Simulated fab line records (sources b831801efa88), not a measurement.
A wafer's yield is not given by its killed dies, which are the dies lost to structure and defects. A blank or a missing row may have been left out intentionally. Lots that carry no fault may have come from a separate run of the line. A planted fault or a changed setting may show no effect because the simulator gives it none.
Comparing a struck lot with a sound one | flow sky130 | 32 steps out of a route of 708
Sound: the wafers L614.3, L614.4, L614.5. The struck wafers were L620.3, L620.5, L620.6. The cause comes at the end.
At each step with rows: each side's tool, then ch and its chambers, then its first start. Under that, the readings that differ: sound wafers | struck wafers | difference of the means | sigmas: that difference in standard deviations of wafers without a fault.
alike: a reading whose means differ by less than 2 such deviations, as well as words and numbers matching on both sides. not compared: withheld readings; readings where some wafer has no value; bounds like >300 that might hide an equal value; numbers whose values overlap and for which the record gives no deviation.
A row with sigmas, a row that says differs or no value, or rows on one side alone: a step with any of these is where the two part. When numbers do not overlap yet have no deviation, they are printed without sigmas and do not part them. A reading that every wafer of one side lacks parts them only if that side has two wafers or more.

first, 7 steps without rows for these wafers: SKY_VIA1_ETCH_15 (etches SiO2 in C4F8/O2/Ar, stops on TiN, target depth 351 nm, time 54 s); SKY_VIA1_STRIP_16 (strips in O2/N2); SKY_VIA1_STRIP_17 (strips in post etch residue remover, time 1200 s); SKY_VIA1_CLEAN_18 (cleans in IPA, time 180 s); SKY_VIA1_CLEAN_19 (cleans in O3/DIW); SKY_VIA1_SPUTTER_20 (material TiN, target thk 20 nm, time 80 s); SKY_VIA1_CVD_21 (deposits W, target thk 270 nm, time 80.902 s).
SKY_VIA1_RS_MEAS_22: measures by four-point-probe.
  sound on filmMetro-02 at day 35 13:02; struck on filmMetro-04 at day 36 18:17
  alike: VIA1_W_RS
SKY_VIA1_THK_MEAS_23: measures by xrf.
  sound on filmMetro-02 at day 35 13:08; struck on filmMetro-04 at day 36 18:23
  alike: VIA1_W_THK
SKY_VIA1_CMP_24: polishes, stops on SiO2, t overpolish 15 s, target thk 0 nm.
  sound on cmp-02 ch 0,1, day 35 13:11; struck on cmp-02 ch 0,1,2, day 36 18:32
  alike: motorCurrentA, overpolishRunS, slurryFilterDpKPa, timeToEndpointS
SKY_METAL2_SPUTTER_00: material Ti, target thk 15 nm, time 10 s.
  sound on pvdSputter-01 at day 35 13:29; struck on pvdSputter-01 at day 36 18:44
  alike: throttleValvePct
SKY_METAL2_SPUTTER_01: material TiN, target thk 20 nm, time 16.7 s.
  sound on pvdSputter-01 at day 35 13:31; struck on pvdSputter-01 at day 36 18:45
  alike: throttleValvePct
SKY_METAL2_SPUTTER_02: material AlCu, target thk 250 nm, time 13.3 s.
  sound on pvdSputter-01 at day 35 13:32; struck on pvdSputter-01 at day 36 18:47
reading                                    | sound             | struck            | difference | sigmas
model.AlCu_of_METAL2_SPUTTER_02.thkNm (nm) | 250.4 250.1 248.3 | 236.5 238.1 238.3 | -12.0      | 
  alike: throttleValvePct
then, 2 steps without rows for these wafers: SKY_METAL2_SPUTTER_03 (material Ti, target thk 5 nm, time 3.3 s); SKY_METAL2_SPUTTER_04 (material TiN, target thk 70 nm, time 55.43 s).
SKY_METAL2_RS_MEAS_05: measures by four-point-probe.
  sound on filmMetro-01 at day 35 13:40; struck on filmMetro-01 at day 36 18:55
reading                 | sound                | struck               | difference | sigmas
METAL2_ALCU_RS (ohm/sq) | 0.1263 0.1264 0.1274 | 0.1340 0.1331 0.1330 | +0.0067    | +6
SKY_METAL2_THK_MEAS_06: measures by xrf.
  sound on filmMetro-01 at day 35 13:46; struck on filmMetro-01 at day 36 19:01
reading              | sound             | struck            | difference | sigmas
METAL2_ALCU_THK (nm) | 257.0 258.7 255.2 | 242.3 243.0 241.9 | -14.6      | -6
then, 8 steps without rows for these wafers: SKY_METAL2_DEHYDRATE_07 (time 60 s); SKY_METAL2_HMDS_08 (prime time 60 s); SKY_METAL2_COAT_09 (resist thk 60 nm); SKY_METAL2_COAT_10 (resist thk 450 nm); SKY_METAL2_SOFTBAKE_11 (time 90 s); SKY_METAL2_EXPOSE_12 (exposes mask MM2, target cd 140 nm); SKY_METAL2_PEB_13; SKY_METAL2_DEVELOP_14 (develop time 60 s).
SKY_METAL2_CD_MEAS_15: target cd 140 nm.
  sound on cdSem-01 at day 36 15:37; struck on cdSem-02 at day 37 20:55
  alike: cdNm
SKY_METAL2_OVL_MEAS_16:
  sound on overlay-02 at day 36 15:43; struck on overlay-01 at day 37 21:01
  alike: METAL2_OVL
SKY_METAL2_DESCUM_17: chemistry O2, time 8 s.
  sound on rieMetal-01 ch 0,1, day 36 15:45; struck on rieMetal-01 ch 0,1, day 37 21:03
  alike: drypumpMotorCurrentA, oesProductAu
  not compared: rfHoursCounterH
then, 1 step without rows for these wafers: SKY_METAL2_ETCH_18 (etches BARC in N2/H2, stops on SiO2, time 45.9 s, target depth 60 nm).
SKY_METAL2_METAL_ETCH_19: etches the open film in Cl2/BCl3, stops on SiO2, target depth 360 nm, time 78 s.
  sound on rieMetal-01 ch 0,1, day 36 15:52; struck on rieMetal-01 ch 0,1, day 37 21:10
reading                          | sound             | struck            | difference | sigmas
oesProductAu (a.u.)              | 0.851 0.843 0.847 | 0.864 0.868 0.863 | +0.018     | +3
model.etch.depthNm (nm)          | 355.8 355.8 354   | 363.7 365.6 365.6 | +9.8       | 
model.METAL2.featureDepthNm (nm) | 355.8 355.8 354   | 363.7 365.6 365.6 | +9.8       | 
  alike: drypumpMotorCurrentA, throttleValvePct
  not compared: rfHoursCounterH
SKY_METAL2_STRIP_20: strips in O2/N2.
  sound on plasmaAsher-03 ch 0,1, day 36 15:57; struck on plasmaAsher-03 ch 0,1, day 37 21:15
  alike: drypumpMotorCurrentA, oesProductAu, stripTimeToEndpointS
  not compared: rfHoursCounterH
-- the record jumps here: 10 days lie between the struck wafers' starts before and after (it left off in module METAL2 and takes up again in module PAD_OPEN, whose first step shown is number 708 of the route) --
SKY_PAD_OPEN_PROBE_99:
  sound on prober-02 at day 47 06:02; struck on prober-01 at day 48 00:40
reading                    | sound                | struck              | difference | sigmas
model.etest.met2.lineOhmUm | 0.931 0.9286 0.9288  | 0.9531 0.9641 0.95  | +0.0263    | 
model.etest.met2.rsOhmSq   | 0.1277 0.1281 0.1299 | 0.1361 0.1343 0.134 | +0.0062    | 
  alike: defectLimitedYield, killed_at_M0_to_M3, killed_at_M4_up, killedAtContacts, killedAtFrontEnd, killedAtOther, killedDies, killedOpen, killedShort, sort_bin_3_pad_short, sort_bin_5_function, sort_bin_6_memory, sortNPass, sortYieldPct

== WHERE THEY PART ==
Earliest at SKY_METAL2_RS_MEAS_05; latest, in this record, at SKY_METAL2_METAL_ETCH_19. Later steps at which nothing parts them and some readings are alike: SKY_METAL2_STRIP_20, SKY_PAD_OPEN_PROBE_99.

WHY: whatever the simulator had introduced
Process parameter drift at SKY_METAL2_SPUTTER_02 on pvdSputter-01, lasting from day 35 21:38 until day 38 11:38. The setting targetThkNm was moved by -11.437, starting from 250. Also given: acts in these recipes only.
